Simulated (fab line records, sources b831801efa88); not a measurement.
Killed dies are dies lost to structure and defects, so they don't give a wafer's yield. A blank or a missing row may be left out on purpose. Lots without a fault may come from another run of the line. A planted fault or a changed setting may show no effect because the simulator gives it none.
A struck lot beside a sound one | flow sky130 | 16 steps out of a route of 708
Sound: wafers L717.2, L717.3, L717.5. Struck: wafers L725.2, L725.5, L725.6. The cause comes at the end.
At each step with rows: each side's tool, then ch and its chambers, then its first start. Under that, the readings that differ: sound wafers | struck wafers | difference of the means | sigmas: that difference in standard deviations of wafers without a fault.
alike: readings whose means differ by less than 2 such deviations, and words and numbers that are the same on both sides. not compared: withheld readings, readings that some wafer has no value for, bounds like >300 that may hide the same value, and numbers for which the record gives no deviation and whose values overlap.
The two part at a step that has a row with sigmas, a row that says differs or no value, or rows on one side only. Numbers that don't overlap but have no deviation are shown without sigmas and don't part them. A reading that every wafer of one side lacks parts them only if that side has two wafers or more.

SKY_CAP2M_THK_MEAS_01:
  sound on film_metro-01, day 43 02:41; struck on film_metro-04, day 44 22:01
  reading               | sound             | struck            | difference | sigmas
  CAP2M_CVD_00_THK (nm) | 15.97 16.17 15.88 | 15.53 15.61 15.29 | -0.53      | -2
SKY_CAP2M_SPUTTER_02: material TiN, target thk 200 nm, time 166.7 s.
  sound on pvd_sputter-02, day 43 02:44; struck on pvd_sputter-02, day 44 22:04
  alike: throttle_valve_pct
SKY_CAP2M_RS_MEAS_03: measures by four-point-probe.
  sound on film_metro-03, day 43 02:52; struck on film_metro-01, day 44 22:12
  alike: CAP2M_TIN_RS
SKY_CAP2M_THK_MEAS_04: measures by xrf.
  sound on film_metro-03, day 43 02:59; struck on film_metro-01, day 44 22:19
  alike: CAP2M_TIN_THK
then, 7 steps without rows for these wafers: SKY_CAP2M_DEHYDRATE_05 (time 60 s); SKY_CAP2M_HMDS_06 (prime time 60 s); SKY_CAP2M_COAT_07 (resist thk 1140 nm); SKY_CAP2M_SOFTBAKE_08 (time 60 s); SKY_CAP2M_EXPOSE_09 (exposes mask CAP2M, target cd 1000 nm); SKY_CAP2M_PEB_10; SKY_CAP2M_DEVELOP_11 (develop time 60 s).
SKY_CAP2M_OVL_MEAS_12:
  sound on overlay-02, day 44 01:22; struck on overlay-01, day 45 19:14
  alike: CAP2M_OVL
SKY_CAP2M_METAL_ETCH_13: etches TiN in Cl2/BCl3, stops on SiO2, target depth 220 nm, time 62.9 s.
  sound on rie_metal-02 ch 0,1, day 44 01:24; struck on rie_metal-04 ch 0,1, day 45 19:16
  reading                                    | sound             | struck            | difference | sigmas
  oes_product_au (a.u.)                      | 0.940 0.935 0.941 | 0.912 0.911 0.927 | -0.022     | -4
  rf_fwd_power_W (W)                         | 888 891 890       | 741 749 742       | -146       | -44
  model.NOVOLAK_of_CAP2M_COAT_07.thk_nm (nm) | 988.9 993.3 990.3 | 1009 1007 1008    | +17        |
  model.etch.depth_nm (nm)                   | 199 199.5 199.4   | 189.9 193.5 191.5 | -7.7       |
  model.CAP2M.feature_depth_nm (nm)          | 199 199.5 199.4   | 189.9 193.5 191.5 | -7.7       |
  alike: drypump_motor_current_A, throttle_valve_pct
  not compared: rf_hours_counter_h
SKY_CAP2M_STRIP_14: strips in O2/N2.
  sound on plasma_asher-01 ch 0,1, day 44 01:28; struck on plasma_asher-02 ch 0,1, day 45 19:21
  reading                      | sound             | struck            | difference | sigmas
  strip_time_to_endpoint_s (s) | 12.60 12.65 12.62 | 12.77 12.82 12.82 | +0.18      | +4
  alike: drypump_motor_current_A, oes_product_au
  not compared: rf_hours_counter_h
then, 1 step without rows for these wafers: SKY_CAP2M_STRIP_15 (strips in post etch residue remover, time 1200 s).
-- the record jumps here: 4 days lie between the struck wafers' starts before and after (it left off in module CAP2M and takes up again in module PAD_OPEN, whose first step shown is number 708 of the route) --
SKY_PAD_OPEN_PROBE_99:
  sound on prober-01, day 48 16:37; struck on prober-01, day 50 02:45
  reading                  | sound          | struck       | difference | sigmas
  defect_limited_yield (%) | 81.7 82.5 85.4 | 4.5 20.5 1.4 | -74.4      | -39
  killed_at_other          | 0 0 0          | 373 296 404  | +358       | +99 or more
  killed_dies              | 90 86 72       | 470 391 485  | +366       | +40
  killed_on_rim            | 23 17 12       | 80 41 91     | +53        | +15
  alike: killed_at_M0_to_M3, killed_at_M4_up, killed_at_contacts, killed_at_front_end, killed_open, killed_short

WHERE THEY PART
First at SKY_CAP2M_THK_MEAS_01; last, within this record, at SKY_PAD_OPEN_PROBE_99.

WHY: what the simulator had put in
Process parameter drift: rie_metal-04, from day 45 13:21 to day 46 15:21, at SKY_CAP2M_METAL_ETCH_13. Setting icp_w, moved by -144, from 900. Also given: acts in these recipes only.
